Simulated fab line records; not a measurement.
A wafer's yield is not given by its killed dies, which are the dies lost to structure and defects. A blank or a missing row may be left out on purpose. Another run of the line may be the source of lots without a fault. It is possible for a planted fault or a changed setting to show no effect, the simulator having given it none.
Problem report, 8D (eight disciplines) form, completed by code / flow sky130 / the parts of the form that need people (team, actions taken, sign-off) are left out

## 1. WHAT IS WRONG
oes_product_au at SKY_CONTACT_ETCH_16 reads a mean of 0.891 a.u. on 6 wafers of 2 lots; wafers without a fault read 0.854 a.u. with a standard deviation of 0.0048. That is +7.8 standard deviations from the usual mean.
The step: etches BARC in N2/H2, stops on SiO2, time 45.9 s, target depth 60 nm.
First observed at day 35 22:52: wafer L637.3, on rie_diel-03. At this step, 36 wafers from 12 lots have a number in the record. The rule behind "out" and "out of limits": a value lying over 4 standard deviations away from the usual mean. The other wafers with a number count as sound.

## 2. WHAT IT IS AND WHAT IT IS NOT
question=which readings at this step | is=oes_product_au | is not=chamber_pressure_mTorr, drypump_motor_current_A
question=which lots | is=L637, L638 | is not=L624, L627, L630, L631, L633, L635, L636, L639, L645, L647
question=which wafers of those lots | is=all that have a number | is not=-
question=read on which tools | is=rie_diel-03 | is not=rie_diel-01, rie_diel-04
question=when | is=from day 35 22:52 | is not=up to then (21 sound wafers); but 9 sound wafers of L639, L645, L647 came after

## 3. SUSPECTS, AND WHAT RULES EACH OUT
Counting: a tool at any process step up to the reading remains a suspect when it ran all the lots that are out and ran no sound lot after the first of those.
- litho_track-03 at SKY_CONTACT_COAT_08 (resist thk 60 nm): kept. It ran every lot that is out, first L637 (day 35 09:26), and no sound lot after that; its last sound lot up to then is L636 (day 35 01:08).
- rie_diel-03 at SKY_CONTACT_ETCH_16 (etches BARC in N2/H2, stops on SiO2, time 45.9 s, target depth 60 nm): ruled out as a lasting fault. The sound lots L639, L645 went through it after L637, its earliest lot that is out (day 35 22:52).
The count leaves litho_track-03 at SKY_CONTACT_COAT_08.

## 4. THE CAUSE (what the simulator had put in)
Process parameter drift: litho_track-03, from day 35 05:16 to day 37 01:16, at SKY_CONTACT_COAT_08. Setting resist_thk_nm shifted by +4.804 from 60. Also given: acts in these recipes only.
Only this tool survived the counting.

## 5. SEQUENCE OF EFFECTS, ordered by route
One row per reading whose mean, taken over the struck wafers that have a number, lies over 3 standard deviations from the usual. Scope: only readings with a usual standard deviation given in the record; hours: median across lots of the time from each lot's start at the first step in this table that gives one to its start at this step; sigmas: change in usual standard deviations.
hours=0; step=SKY_CONTACT_ETCH_16; reading=oes_product_au; usual=0.854 a.u.; on struck wafers=0.891; change=+0.037; sigmas=+7.8
Process steps it contains:
- SKY_CONTACT_ETCH_16: etches BARC in N2/H2, stops on SiO2, time 45.9 s, target depth 60 nm.

## 6. WHAT WOULD HAVE CAUGHT IT SOONER
First out-of-limits reading in this record: day 35 22:52, which is 18 hours after fault onset at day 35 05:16.
Each of the lots that are out, 2 in all, had begun SKY_CONTACT_COAT_08 on litho_track-03 no later than day 35 22:52. None of them would have been spared by holding the tool at that moment.
